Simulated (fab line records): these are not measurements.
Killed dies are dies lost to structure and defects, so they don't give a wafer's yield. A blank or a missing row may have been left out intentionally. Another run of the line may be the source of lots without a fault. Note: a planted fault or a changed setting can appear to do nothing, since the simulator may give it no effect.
fab line records	flow sky130
[record] lots = 12	wafers = 36	last-day = 51
route steps=708 shown METAL2@505 VIA3@587 METAL4@602 METAL5@664 PAD_OPEN@708
lots untouched by any fault: they come from a run of this same line in which no faults occurred
start-h: hours from the record's first day to the start of the lot's first wafer shown	wait-h: time in hours since the lot's previous step	" the same as in the row above	L1.1+2: a row that stands for several wafers	- no value present, or no start provided	* or withheld: withheld	< > ~ a bound
route shown NAME@n: a module of which the file shows steps, and the number in the route of the first	usual: mean/standard deviation taken from wafers without a fault	same: alike in all rows	chamber/n: place in a boat	sites: each site's reading	_std_site: their standard deviation	_edge_site: outer sites' mean less inner sites'	radius-mm: for every site, how far away it sits from the centre of the wafer	mask NAME#n: copy n	behind: tool/chamber where the wafer was last shaped	hold: the reason the lot was held/the length of the hold in hours/how it ended	device: which transistor (n, p or np) failed to switch	end of line: the tests these same wafers got at the end of their route	step lacking rows: just its recipe	killed: dies lost to structure and defects at the first sort, not the wafer's yield	map: shows each die of a wafer: x if killed, . if not, _ if none is there
set.NAME: the setting that was run; set.NAME@STEP: the one run at that earlier step	model.NAME: the simulator's own value behind a step, which no gauge read
the route's steps for a sample of lots (tables are steps, rows are wafers)
services: when a tool's chamber went out of use (start-h, in hours from the record's first day, below 0 if earlier), for how many hours, and the reason
[[steps]]
[step SKY_METAL2_CLEAN_22]
[recipe] chemistry = IPA	time-s = 180	temp-c = 25
lot.wafer	tool	chamber	start-h	wait-h
L176.1+2+4	wet-bench-02	1	845.56	0.0
L180.1+3+5	wet-bench-02	1	846.61	0.0
L175.1+3+5	wet-bench-01	1	847.03	0.0
L178.3+5+6	wet-bench-01	2	847.29	0.0
L177.2+5+6	wet-bench-01	3	848.90	0.0
L182.1+3+6	wet-bench-01	3	851.81	0.0
L183.2+3+4	wet-bench-01	3	880.02	0.0
L187.1+2+3	wet-bench-02	3	991.47	0.0
L188.2+5+6	wet-bench-02	0	995.46	0.0
L186.2+4+6	wet-bench-02	3	996.82	0.0
L198.1+2+6	wet-bench-02	3	1001.65	0.1
L193.3+4+5	wet-bench-02	2	1003.43	0.2
[step SKY_VIA3_ETCH_14]
[recipe] chemistry = N2/H2	target = BARC	ion-energy-ev = 200	source-w = 500	bias-w = 100	pressure-mtorr = 30	n2-flow-sccm = 100	h2-flow-sccm = 200	stop-on = SiO2	time-s = 45.9	target-depth-a = 600
[usual] chamber-pressure-mTorr = 30.001/0.028	drypump-motor-current-A = 5.6/0.4	n2-flow-sccm = 100.00/0.3	oes-product-au = 0.854/0.0045	rf-fwd-power-W = 494.7/2.1	throttle-valve-pct = 13.225/0.0087
lot.wafer	tool	chamber	start-h	wait-h	chamber-pressure-mTorr	drypump-motor-current-A	n2-flow-sccm	oes-product-au	rf-fwd-power-W	rf-hours-counter-h	throttle-valve-pct
L176.1	rie-diel-02	2	949.54	0.0	29.964	5.2	99.72	0.857	491.9	18	13.222
L176.2	"	1	"	"	30.011	5.6	99.91	0.855	492.9	16	13.233
L176.4	"	3	"	"	30.015	5.6	99.60	0.850	497.5	5	13.225
L180.1	rie-diel-03	3	951.04	0.0	30.009	5.7	100.11	0.854	495.1	16	13.228
L180.3	"	1	"	"	29.971	4.7	99.81	0.847	492.0	12	13.226
L180.5	"	0	"	"	29.999	5.5	100.19	0.848	493.9	-	13.224
L175.1	rie-diel-04	2	951.19	0.0	29.940	5.8	100.33	0.851	496.5	20	13.229
L175.3	"	1	"	"	29.997	5.7	100.06	0.862	492.2	11	13.227
L175.5	"	1	"	"	29.992	5.7	100.11	0.852	492.1	-	13.211
L178.3	rie-diel-02	1	951.49	0.0	30.008	5.6	100.14	0.855	492.9	16	13.214
L178.5	"	3	"	"	30.015	5.6	99.91	0.854	495.8	-	13.215
L178.6	"	2	"	"	29.997	5.2	99.37	0.858	490.8	-	13.234
L177.2	rie-diel-03	2	953.79	0.0	29.996	5.8	100.18	0.848	498.4	6	13.225
L177.5	"	3	"	"	29.990	5.8	99.90	0.849	496.5	-	13.220
L177.6	"	2	"	"	29.971	5.7	99.71	0.858	495.6	-	13.223
L182.1	rie-diel-03	2	954.89	0.0	30.033	5.7	100.20	0.860	496.7	6	13.213
L182.3	"	3	"	"	30.028	5.7	100.27	0.857	493.6	17	13.220
L182.6	"	3	"	"	29.968	5.7	100.09	0.857	496.7	-	13.226
L183.2	rie-diel-02	3	980.19	0.0	29.999	5.6	100.07	0.851	496.9	6	13.243
L183.3	"	0	"	"	30.020	6.5	99.65	0.851	495.3	15	13.225
L183.4	"	3	"	"	30.001	5.6	100.08	0.846	496.7	-	13.237
L187.1	rie-diel-02	3	1086.19	0.0	29.998	5.6	99.69	0.852	495.7	9	13.225
L187.2	"	2	"	"	29.990	5.2	100.27	0.860	495.2	23	13.227
L187.3	"	0	"	"	29.988	6.5	100.37	0.865	493.3	18	13.208
L188.2	rie-diel-04	0	1088.69	0.0	30.009	5.4	100.06	0.862	493.8	19	13.219
L188.5	"	0	"	"	30.019	5.5	99.93	0.857	494.9	-	13.214
L188.6	"	3	"	"	30.022	6.0	100.06	0.861	492.9	-	13.217
L186.2	rie-diel-02	2	1090.89	0.0	29.968	5.2	99.63	0.859	494.7	23	13.235
L186.4	"	0	"	"	29.988	6.5	100.57	0.860	496.7	18	13.225
L186.6	"	3	"	"	29.976	5.6	100.54	0.855	495.5	-	13.230
L198.1	rie-diel-04	1	1100.34	0.0	30.006	5.7	100.23	0.853	492.3	16	13.234
L198.2	"	0	"	"	30.027	5.5	99.99	0.855	494.2	20	13.231
L198.6	"	1	"	"	30.014	5.7	100.09	0.859	493.0	-	13.217
L193.3	rie-diel-04	2	1101.94	0.0	30.010	5.8	99.02	0.857	496.2	26	13.218
L193.4	"	0	"	"	30.023	5.5	100.56	0.857	495.0	20	13.226
L193.5	"	0	"	"	29.989	5.5	100.64	0.847	496.2	-	13.230
[step SKY_METAL4_SPUTTER_04]
[recipe] material = TiN	target-thk-nm = 70	power-w = 6500	time-s = 58.3	chamber-pressure-pa = 0.4
[usual] throttle-valve-pct = 29.9/1.1
lot.wafer	tool	chamber	start-h	wait-h	throttle-valve-pct
L176.1	pvd-sputter-03	-	951.00	0.0	30.8
L176.2	"	-	"	"	30.3
L176.4	"	-	"	"	27.6
L180.1	pvd-sputter-04	-	952.58	0.0	29.9
L180.3	"	-	"	"	29.6
L180.5	"	-	"	"	32.0
L175.1	pvd-sputter-03	-	952.71	0.0	27.5
L175.3	"	-	"	"	30.0
L175.5	"	-	"	"	30.1
L178.3	pvd-sputter-04	-	953.01	0.0	30.1
L178.5	"	-	"	"	29.7
L178.6	"	-	"	"	30.1
L177.2	pvd-sputter-01	-	955.26	0.0	31.0
L177.5	"	-	"	"	31.1
L177.6	"	-	"	"	29.6
L182.1	pvd-sputter-04	-	956.36	0.0	30.1
L182.3	"	-	"	"	29.6
L182.6	"	-	"	"	30.0
L183.2	pvd-sputter-01	-	981.65	0.0	31.1
L183.3	"	-	"	"	30.7
L183.4	"	-	"	"	29.0
L187.1	pvd-sputter-01	-	1087.78	0.0	29.5
L187.2	"	-	"	"	31.0
L187.3	"	-	"	"	29.1
L188.2	pvd-sputter-03	-	1090.27	0.0	27.5
L188.5	"	-	"	"	27.2
L188.6	"	-	"	"	30.0
L186.2	pvd-sputter-04	-	1092.49	0.0	30.0
L186.4	"	-	"	"	30.0
L186.6	"	-	"	"	32.1
L198.1	pvd-sputter-04	-	1101.85	0.0	30.0
L198.2	"	-	"	"	29.7
L198.6	"	-	"	"	31.7
L193.3	pvd-sputter-01	-	1103.65	0.0	29.6
L193.4	"	-	"	"	31.0
L193.5	"	-	"	"	29.5
[step SKY_METAL5_SPUTTER_03]
[recipe] material = Ti	target-thk-nm = 5	power-w = 3000	time-s = 3.3	chamber-pressure-pa = 0.4
[usual] throttle-valve-pct = 29.9/1.2
lot.wafer	tool	chamber	start-h	wait-h	throttle-valve-pct
L176.1	pvd-sputter-02	-	1026.32	0.0	31.4
L176.2	"	-	"	"	29.0
L176.4	"	-	"	"	30.4
L180.1	pvd-sputter-03	-	1028.21	0.0	27.6
L180.3	"	-	"	"	30.4
L180.5	"	-	"	"	28.9
L175.1	pvd-sputter-02	-	1028.32	0.0	29.1
L175.3	"	-	"	"	31.2
L175.5	"	-	"	"	29.8
L178.3	pvd-sputter-03	-	1028.51	0.0	31.0
L178.5	"	-	"	"	30.1
L178.6	"	-	"	"	30.6
L177.2	pvd-sputter-04	-	1030.61	0.0	31.9
L177.5	"	-	"	"	30.0
L177.6	"	-	"	"	31.9
L182.1	pvd-sputter-04	-	1031.32	0.0	31.7
L182.3	"	-	"	"	29.3
L182.6	"	-	"	"	29.2
L183.2	pvd-sputter-02	-	1055.09	0.0	29.1
L183.3	"	-	"	"	31.6
L183.4	"	-	"	"	29.8
L187.1	pvd-sputter-03	-	1151.73	0.0	27.3
L187.2	"	-	"	"	28.6
L187.3	"	-	"	"	30.9
L188.2	pvd-sputter-03	-	1152.34	0.0	27.4
L188.5	"	-	"	"	28.9
L188.6	"	-	"	"	27.7
L186.2	pvd-sputter-03	-	1153.03	0.0	28.9
L186.4	"	-	"	"	30.6
L186.6	"	-	"	"	30.3
L198.1	pvd-sputter-03	-	1162.43	0.0	30.3
L198.2	"	-	"	"	28.8
L198.6	"	-	"	"	28.8
L193.3	pvd-sputter-04	-	1164.32	0.0	29.7
L193.4	"	-	"	"	29.8
L193.5	"	-	"	"	29.0
[step SKY_PAD_OPEN_PROBE_99]
[usual] defect-limited-yield = 82.5/2	killed_at_M0_to_M3 = 42/7.3	killed_at_M4_up = 3.4/2	killed-at-contacts = 24/5.6	killed-at-front-end = 16/4.5	killed-at-other = 0.2/0.51	killed-dies = 86/9.8	killed-open = 46/7	killed-short = 40/6.7	sort_bin_3_pad_short = 0.9/0.42	sort_bin_5_function = 10.3/1.5	sort_bin_6_memory = 6.3/1.3	sort-n-pass = 406/9.8	sort-yield-pct = 82.5/2
[same] gross-dies = 492	killed-at-back-side = 0	sort_bin_4_leakage[%] = 0	sort_bin_8_speed[%] = 0
lot.wafer	tool	chamber	start-h	wait-h	hold	defect-limited-yield[%]	killed_at_M0_to_M3	killed_at_M4_up	killed-at-contacts	killed-at-front-end	killed-at-other	killed-dies	killed-open	killed-short	sort_bin_3_pad_short[%]	sort_bin_5_function[%]	sort_bin_6_memory[%]	sort-n-pass	sort-yield-pct[%]
L176.1	prober-01	-	1099.95	0.1	-	83.3	49	1	21	11	0	82	44	38	0.6	11.8	4.3	410	83.3
L176.2	prober-01	-	1100.00	0.1	-	84.1	51	0	15	12	0	78	38	40	0.4	11.0	4.5	414	84.1
L176.4	prober-01	-	1100.10	0.2	-	83.5	49	3	15	13	1	81	42	39	1.4	10.4	4.7	411	83.5
L180.1	prober-02	-	1102.95	0.1	-	80.7	46	2	25	22	0	95	50	45	1.0	11.4	6.9	397	80.7
L180.3	prober-02	-	1103.05	0.2	-	84.1	37	8	16	16	1	78	39	37	1.2	9.6	5.1	414	84.1
L180.5	prober-02	-	1103.15	0.2	-	82.7	31	3	34	16	1	85	48	37	0.8	11.6	4.9	407	82.7
L175.1	prober-02	-	1103.25	0.3	-	82.7	45	2	26	12	0	85	43	42	1.2	9.3	6.7	407	82.7
L175.3	prober-02	-	1103.35	0.3	-	82.3	42	4	21	20	0	87	42	45	0.8	11.6	5.3	405	82.3
L175.5	prober-02	-	1103.45	0.4	-	85.0	38	2	24	10	0	74	41	33	0.6	9.8	4.7	418	85.0
L178.3	prober-01	-	1103.35	0.3	-	82.7	46	2	23	14	0	85	50	35	1.2	10.0	6.1	407	82.7
L178.5	prober-01	-	1103.45	0.4	-	84.8	37	3	21	14	0	75	48	27	0	11.8	3.5	417	84.8
L178.6	prober-01	-	1103.50	0.4	-	83.5	39	7	22	13	0	81	44	36	0.4	9.1	6.9	411	83.5
L177.2	prober-02	-	1103.92	0.1	-	82.9	44	2	25	12	1	84	44	40	0.6	10.4	6.1	408	82.9
L177.5	prober-02	-	1104.07	0.2	-	82.7	41	1	29	14	0	85	42	43	1.0	9.8	6.5	407	82.7
L177.6	prober-02	-	1104.12	0.2	-	84.6	28	2	23	23	0	76	40	36	0.4	9.6	5.5	416	84.6
L182.1	prober-01	-	1104.45	0.1	-	77.6	58	6	29	17	0	110	62	48	0.6	13.6	8.1	382	77.6
L182.3	prober-01	-	1104.55	0.2	-	80.3	47	6	23	20	1	97	54	43	0.4	12.0	7.3	395	80.3
L182.6	prober-01	-	1104.70	0.2	-	79.5	53	2	30	16	0	101	53	48	0.8	12.4	7.3	391	79.5
L183.2	prober-01	-	1125.08	0.1	-	80.7	45	3	25	21	1	95	54	41	0.8	12.4	6.1	397	80.7
L183.3	prober-01	-	1125.13	0.2	-	83.3	45	3	23	10	1	82	49	33	0.2	11.2	5.3	410	83.3
L183.4	prober-01	-	1125.18	0.2	-	84.3	39	5	17	16	0	77	44	33	0.8	10.2	4.7	415	84.3
L187.1	prober-02	-	1210.01	0.1	-	84.3	23	3	29	22	0	77	44	33	0.2	9.3	6.1	415	84.3
L187.2	prober-02	-	1210.06	0.1	-	83.3	34	2	27	19	0	82	44	38	0.6	9.3	6.7	410	83.3
L187.3	prober-02	-	1210.11	0.2	-	80.5	49	6	18	23	0	96	44	51	1.0	11.4	7.1	396	80.5
L188.2	prober-02	-	1211.56	0.1	-	83.5	37	3	28	13	0	81	44	37	1.6	9.6	5.3	411	83.5
L188.5	prober-02	-	1211.71	0.2	-	81.7	42	3	27	18	0	90	51	39	0.8	11.4	6.1	402	81.7
L188.6	prober-02	-	1211.76	0.2	-	83.5	34	0	34	13	0	81	47	34	0.6	8.9	6.9	411	83.5
L186.2	prober-01	-	1213.06	0.1	-	84.3	28	6	26	16	1	77	42	35	0.8	7.9	6.9	415	84.3
L186.4	prober-01	-	1213.16	0.2	-	81.5	47	7	28	9	0	91	46	44	1.0	12.0	5.5	401	81.5
L186.6	prober-01	-	1213.26	0.2	-	81.3	48	5	25	14	0	92	46	46	0.6	10.2	7.9	400	81.3
L198.1	prober-02	-	1218.28	0.1	-	81.3	42	3	21	26	0	92	40	52	0.2	11.4	7.1	400	81.3
L198.2	prober-02	-	1218.33	0.1	-	79.7	48	4	29	19	0	100	49	50	0.8	10.4	9.1	392	79.7
L198.6	prober-02	-	1218.53	0.2	-	82.3	52	1	19	15	0	87	49	38	1.4	8.9	7.3	405	82.3
L193.3	prober-02	-	1222.03	0.2	await-dispo/4.2h/release	71.1	92	3	31	16	0	142	40	43	3.3	19.5	6.1	350	71.1
L193.4	prober-02	-	1222.08	0.2	await-dispo/4.2h/release	77.2	79	3	18	12	0	112	20	38	3.7	14.8	4.3	380	77.2
L193.5	prober-02	-	1222.13	0.2	await-dispo/4.2h/release	74.6	98	3	17	7	0	125	31	31	4.1	14.8	6.5	367	74.6
// killed by level:class
L176.1 VIA1:geometric-particle:open=13 METAL1:geometric-particle:short=8 VIA3:geometric-particle:open=8 CONTACT:geometric-particle:open=6 LI_CONTACT:geometric-particle:open=5 FIELD_ISO:geometric-particle:short=4 LOCAL_INTERCONNECT:geometric-particle:short=4 METAL2:geometric-particle:short=4
L176.2 VIA1:geometric-particle:open=14 VIA3:geometric-particle:open=13 VIA3:geometric-particle:short=6 SPACER:geometric-particle:short=5 METAL1:geometric-particle:short=5 METAL2:geometric-particle:short=5 VIA1:geometric-particle:short=4 LOCAL_INTERCONNECT:geometric-particle:short=4
L176.4 VIA1:geometric-particle:open=13 VIA3:geometric-particle:open=8 LI_CONTACT:geometric-particle:open=6 VIA3:geometric-particle:short=6 METAL2:geometric-particle:short=6 CONTACT:geometric-particle:short=4 METAL1:geometric-particle:short=4 VIA2:geometric-particle:open=4
L180.1 VIA1:geometric-particle:open=11 VIA2:geometric-particle:open=10 POLY_GATE:geometric-particle:open=7 CONTACT:geometric-particle:open=7 FIELD_ISO:geometric-particle:short=6 LI_CONTACT:geometric-particle:open=6 LOCAL_INTERCONNECT:geometric-particle:short=5 METAL1:geometric-particle:short=5
L180.3 VIA2:geometric-particle:open=9 METAL4:geometric-particle:short=6 CONTACT:geometric-particle:open=5 VIA1:geometric-particle:open=5 POLY_GATE:geometric-particle:short=4 LI_CONTACT:geometric-particle:open=4 LOCAL_INTERCONNECT:geometric-particle:short=4 METAL1:geometric-particle:short=4
L180.5 CONTACT:geometric-particle:open=17 LOCAL_INTERCONNECT:geometric-particle:short=7 VIA3:geometric-particle:open=7 METAL2:geometric-particle:short=5 VIA2:geometric-particle:open=4 FIELD_ISO:geometric-particle:open=4 POLY_GATE:geometric-particle:open=4 VIA1:geometric-particle:open=4
L175.1 VIA1:geometric-particle:open=13 CONTACT:geometric-particle:open=11 CONTACT:geometric-particle:short=6 VIA1:geometric-particle:short=6 POLY_GATE:geometric-particle:short=5 METAL2:geometric-particle:short=5 LI_CONTACT:geometric-particle:open=4 LOCAL_INTERCONNECT:geometric-particle:short=4
L175.3 VIA1:geometric-particle:open=10 CONTACT:geometric-particle:open=9 VIA3:geometric-particle:open=7 CONTACT:geometric-particle:short=6 METAL1:geometric-particle:short=6 METAL2:geometric-particle:short=6 FIELD_ISO:geometric-particle:short=5 POLY_GATE:geometric-particle:open=4
L178.3 VIA1:geometric-particle:open=13 LI_CONTACT:geometric-particle:open=7 CONTACT:geometric-particle:open=7 VIA3:geometric-particle:open=6 VIA1:geometric-particle:short=4 METAL2:geometric-particle:short=4 VIA2:geometric-particle:open=4 VIA3:geometric-particle:short=4
L175.5 CONTACT:geometric-particle:open=17 METAL2:geometric-particle:short=9 VIA1:geometric-particle:open=9 VIA1:geometric-particle:short=6 POLY_GATE:geometric-particle:short=4 LI_CONTACT:geometric-particle:open=4 VIA3:geometric-particle:short=3 METAL1:geometric-particle:short=3
L178.5 VIA1:geometric-particle:open=11 LI_CONTACT:geometric-particle:open=10 CONTACT:geometric-particle:open=9 VIA3:geometric-particle:open=8 POLY_GATE:geometric-particle:short=6 FIELD_ISO:geometric-particle:open=4 METAL3:geometric-particle:short=4 METAL1:geometric-particle:short=3
L178.6 VIA1:geometric-particle:open=10 CONTACT:geometric-particle:open=7 FIELD_ISO:geometric-particle:short=6 METAL2:geometric-particle:short=6 VIA2:geometric-particle:open=5 VIA3:geometric-particle:open=5 FIELD_ISO:geometric-particle:open=4 LI_CONTACT:geometric-particle:open=4
L177.2 CONTACT:geometric-particle:open=12 VIA1:geometric-particle:short=8 VIA1:geometric-particle:open=8 VIA2:geometric-particle:open=7 VIA3:geometric-particle:open=6 LI_CONTACT:geometric-particle:open=5 CONTACT:geometric-particle:short=5 METAL1:geometric-particle:short=5
L177.5 VIA1:geometric-particle:open=9 CONTACT:geometric-particle:open=8 CONTACT:geometric-particle:short=8 LI_CONTACT:geometric-particle:open=5 VIA2:geometric-particle:open=5 VIA2:geometric-particle:short=5 VIA3:geometric-particle:open=5 LI_CONTACT:geometric-particle:short=4
L177.6 FIELD_ISO:geometric-particle:short=7 CONTACT:geometric-particle:open=7 VIA1:geometric-particle:open=7 FIELD_ISO:geometric-particle:open=5 LI_CONTACT:geometric-particle:open=5 LOCAL_INTERCONNECT:geometric-particle:short=4 METAL1:geometric-particle:short=4 VIA2:geometric-particle:open=3
L182.1 METAL1:geometric-particle:short=12 CONTACT:geometric-particle:open=11 VIA3:geometric-particle:open=11 VIA1:geometric-particle:open=10 LOCAL_INTERCONNECT:geometric-particle:short=6 LOCAL_INTERCONNECT:geometric-particle:open=6 METAL1:geometric-particle:open=6 METAL2:geometric-particle:short=6
L182.3 VIA1:geometric-particle:open=15 VIA1:geometric-particle:short=9 LI_CONTACT:geometric-particle:open=9 VIA3:geometric-particle:open=8 CONTACT:geometric-particle:open=6 POLY_GATE:geometric-particle:short=5 POLY_GATE:geometric-particle:open=4 METAL2:geometric-particle:short=4
L182.6 CONTACT:geometric-particle:open=12 METAL1:geometric-particle:short=10 VIA2:geometric-particle:open=9 VIA1:geometric-particle:open=8 FIELD_ISO:geometric-particle:short=7 FIELD_ISO:geometric-particle:open=5 LI_CONTACT:geometric-particle:open=5 CONTACT:geometric-particle:short=5
L183.2 LI_CONTACT:geometric-particle:open=10 VIA2:geometric-particle:open=8 LOCAL_INTERCONNECT:geometric-particle:short=7 FIELD_ISO:geometric-particle:open=6 POLY_GATE:geometric-particle:open=6 CONTACT:geometric-particle:open=6 VIA1:geometric-particle:open=6 VIA3:geometric-particle:open=6
L183.3 VIA2:geometric-particle:open=12 CONTACT:geometric-particle:open=7 VIA1:geometric-particle:open=7 VIA3:geometric-particle:open=7 LI_CONTACT:geometric-particle:open=5 METAL1:geometric-particle:short=5 LI_CONTACT:geometric-particle:short=4 LOCAL_INTERCONNECT:geometric-particle:short=4
L183.4 CONTACT:geometric-particle:open=9 FIELD_ISO:geometric-particle:open=7 VIA2:geometric-particle:open=7 METAL2:geometric-particle:short=7 VIA3:geometric-particle:open=6 VIA1:geometric-particle:short=5 POLY_GATE:geometric-particle:open=4 VIA1:geometric-particle:open=4
L187.1 LI_CONTACT:geometric-particle:open=10 CONTACT:geometric-particle:open=9 FIELD_ISO:geometric-particle:open=6 VIA2:geometric-particle:open=6 POLY_GATE:geometric-particle:short=5 FIELD_ISO:geometric-particle:short=4 CONTACT:geometric-particle:short=4 VIA1:geometric-particle:open=4
L187.2 METAL2:geometric-particle:short=10 LI_CONTACT:geometric-particle:open=9 CONTACT:geometric-particle:open=6 VIA1:geometric-particle:open=6 VIA3:geometric-particle:open=6 LOCAL_INTERCONNECT:geometric-particle:short=5 POLY_GATE:geometric-particle:open=4 POLY_GATE:geometric-particle:short=3
L187.3 VIA1:geometric-particle:open=14 METAL2:geometric-particle:short=11 POLY_GATE:geometric-particle:short=9 VIA3:geometric-particle:open=8 LI_CONTACT:geometric-particle:open=5 LOCAL_INTERCONNECT:geometric-particle:short=5 VIA2:geometric-particle:short=4 FIELD_ISO:geometric-particle:open=3
L188.2 VIA1:geometric-particle:open=11 LOCAL_INTERCONNECT:geometric-particle:short=7 CONTACT:geometric-particle:open=7 LI_CONTACT:geometric-particle:open=6 CONTACT:geometric-particle:short=6 FIELD_ISO:geometric-particle:short=4 VIA2:geometric-particle:open=4 METAL2:geometric-particle:short=4
L188.5 CONTACT:geometric-particle:open=10 VIA1:geometric-particle:open=10 METAL1:geometric-particle:short=8 LI_CONTACT:geometric-particle:open=7 VIA2:geometric-particle:open=7 FIELD_ISO:geometric-particle:open=5 CONTACT:geometric-particle:short=5 METAL2:geometric-particle:short=5
L188.6 VIA1:geometric-particle:open=14 CONTACT:geometric-particle:open=13 CONTACT:geometric-particle:short=8 LI_CONTACT:geometric-particle:open=7 LI_CONTACT:geometric-particle:short=4 FIELD_ISO:geometric-particle:open=3 METAL1:geometric-particle:short=3 VIA2:geometric-particle:open=3
L186.2 LI_CONTACT:geometric-particle:open=8 CONTACT:geometric-particle:open=8 VIA1:geometric-particle:open=8 VIA2:geometric-particle:open=7 POLY_GATE:geometric-particle:short=6 CONTACT:geometric-particle:short=5 FIELD_ISO:geometric-particle:short=4 POLY_GATE:geometric-particle:open=4
L186.4 VIA1:geometric-particle:open=11 VIA3:geometric-particle:open=9 LI_CONTACT:geometric-particle:open=7 VIA2:geometric-particle:open=7 LOCAL_INTERCONNECT:geometric-particle:short=6 LI_CONTACT:geometric-particle:short=5 CONTACT:geometric-particle:short=5 CONTACT:geometric-particle:open=4
L186.6 CONTACT:geometric-particle:open=11 VIA2:geometric-particle:open=10 LI_CONTACT:geometric-particle:open=8 VIA1:geometric-particle:short=6 VIA1:geometric-particle:open=6 METAL2:geometric-particle:short=6 VIA3:geometric-particle:short=6 METAL1:geometric-particle:short=5
L198.1 VIA1:geometric-particle:open=9 METAL3:geometric-particle:short=7 POLY_GATE:geometric-particle:short=7 LI_CONTACT:geometric-particle:open=7 FIELD_ISO:geometric-particle:short=5 CONTACT:geometric-particle:open=5 VIA3:geometric-particle:open=5 METAL1:geometric-particle:short=5
L198.2 VIA1:geometric-particle:open=12 METAL2:geometric-particle:short=10 VIA1:geometric-particle:short=9 FIELD_ISO:geometric-particle:short=7 LI_CONTACT:geometric-particle:open=7 CONTACT:geometric-particle:short=7 CONTACT:geometric-particle:open=6 POLY_GATE:geometric-particle:open=5
L198.6 VIA1:geometric-particle:open=16 VIA3:geometric-particle:open=9 FIELD_ISO:geometric-particle:short=7 LI_CONTACT:geometric-particle:open=6 CONTACT:geometric-particle:open=5 VIA1:geometric-particle:short=5 METAL2:geometric-particle:short=5 VIA2:geometric-particle:open=5
L193.3 METAL2:unspecified=59 LI_CONTACT:geometric-particle:open=11 METAL2:geometric-particle:short=6 POLY_GATE:geometric-particle:short=6 LOCAL_INTERCONNECT:geometric-particle:short=6 VIA3:geometric-particle:open=5 CONTACT:geometric-particle:short=5 VIA1:geometric-particle:open=5
L193.4 METAL2:unspecified=54 METAL2:geometric-particle:short=6 LOCAL_INTERCONNECT:geometric-particle:short=5 CONTACT:geometric-particle:short=5 POLY_GATE:geometric-particle:short=4 LI_CONTACT:geometric-particle:open=4 VIA1:geometric-particle:open=3 VIA2:geometric-particle:short=3
L193.5 METAL2:unspecified=63 METAL2:geometric-particle:short=8 VIA1:geometric-particle:short=7 FIELD_ISO:geometric-particle:open=5 VIA1:geometric-particle:open=5 LI_CONTACT:geometric-particle:open=5 VIA2:geometric-particle:open=5 CONTACT:geometric-particle:open=4
[[services]]
tool	chamber	start-h	hours	kind
pvd-sputter-02	-	854.01	5.1	repair
rie-diel-03	-	859.90	1.2	repair
rie-diel-03	1	868.38	2.9	repair
rie-diel-02	0	878.41	4.5	repair
rie-diel-02	0	912.03	2.9	repair
rie-diel-04	1	926.97	3.1	repair
rie-diel-04	0	935.76	7.4	repair
rie-diel-04	2	936.33	6.2	repair
rie-diel-04	3	952.28	4.5	repair
rie-diel-04	0	954.12	18.0	repair
wet-bench-01	-	965.98	94.1	repair
rie-diel-02	2	977.89	4.7	repair
pvd-sputter-04	-	992.80	5.1	repair
pvd-sputter-01	-	1009.04	2.4	repair
rie-diel-02	3	1025.58	2.5	repair
rie-diel-02	1	1033.53	4.3	repair
rie-diel-02	1	1046.80	2.8	repair
rie-diel-04	-	1059.80	1.0	repair
rie-diel-02	1	1068.18	8.5	repair
rie-diel-04	-	1081.89	0.8	repair
pvd-sputter-04	-	1095.88	0.7	repair
rie-diel-04	-	1106.78	0.3	repair
pvd-sputter-03	-	1136.94	1.0	repair
pvd-sputter-03	-	1138.38	6.3	repair
[[key]]
[first-sign] step = SKY_PAD_OPEN_PROBE_99	reading = killed_at_M0_to_M3	direction = up	sigmas = 6.6	usual = 42	struck = 90
[effect] step = SKY_PAD_OPEN_PROBE_99	reading = sort_bin_3_pad_short	direction = up	sigmas = 6.5	usual = 0.9	struck = 3.7
met-at SKY_METAL2_CLEAN_22
struck-lots L193
struck-wafers L193.3,L193.4,L193.5
not-acting-at SKY_VIA3_ETCH_14,SKY_METAL4_SPUTTER_04,SKY_METAL5_SPUTTER_03
also-fits time
[fault] kind = chamber-particle-source	tool = wet-bench-02	chamber = 2	onset-h = 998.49	steps = SKY_METAL2_CLEAN_22	rate-per-visit-cm2 = 1.1927	end-h = 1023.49
